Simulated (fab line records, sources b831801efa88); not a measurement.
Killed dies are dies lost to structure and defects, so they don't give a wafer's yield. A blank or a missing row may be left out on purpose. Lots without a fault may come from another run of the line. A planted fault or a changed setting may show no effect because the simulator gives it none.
Chamber matching | flow sky130 | SKY_LI_CONTACT_CMP_24 on cmp-02: 4 sister chambers
The step polishes, stops on PSG, t overpolish 20 s, target thk 0 nm. 8 wafers are shown with their chamber, then 9 later ones without.

WAFERS WITH THEIR CHAMBER
wafer  | chamber | motor_current_A (A) | time_to_endpoint_s (s)
L185.3 | 2       | 12.1                | 97
L190.1 | 0       | 11.1                | 102
L190.3 | 3       | 11.2                | 93
L192.4 | 2       | 12.4                | 100
L192.5 | 1       | 11.6                | 99
L198.1 | 1       | 11.2                | 101
L198.2 | 3       | 11.1                | 99
L198.4 | 0       | 12.0                | 104

WAFERS WITHOUT THEIR CHAMBER
wafer  | motor_current_A (A) | time_to_endpoint_s (s)
L200.1 | 12.0                | 106
L200.5 | 11.7                | 102
L200.6 | 11.0                | 98
L203.1 | 11.6                | 99
L203.3 | 11.5                | 104
L203.6 | 12.0                | 104
L205.4 | 11.1                | 93
L205.5 | 11.9                | 100
L205.6 | 11.6                | 96

WHICH CHAMBER EACH WENT THROUGH
wafer  | from the rows above               | in truth
L200.1 | can't be placed: 0 or 1 or 2      | 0
L200.5 | can't be placed: 0 or 1 or 2      | 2
L200.6 | can't be placed: 3 or 1 or 0      | 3
L203.1 | can't be placed: 1 or 0 or 3 or 2 | 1
L203.3 | can't be placed: 0 or 1           | 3
L203.6 | can't be placed: 0 or 2 or 1      | 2
L205.4 | can't be placed: 3 or 1           | 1
L205.5 | can't be placed: 2 or 1 or 0 or 3 | 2
L205.6 | can't be placed: 3 or 1 or 2 or 0 | 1
Placed correctly: 0 of 9. Can't be placed from these rows: 9 (the true chamber is among the candidates in 8). Placed wrongly: 0.
How it was worked out, from the rows above alone: a wafer's distance from a chamber is the root of the sum, over the readings, of the square of ((its reading less the chamber's mean) divided by the reading's scatter). The wafer belongs to the nearest chamber; if the next one is less than 2 further off, it can't be placed. A chamber's mean is the mean of its shown wafers. The scatter: the root of (the sum of the squares of (reading less its chamber's mean) over the shown wafers, divided by (wafers less chambers)).
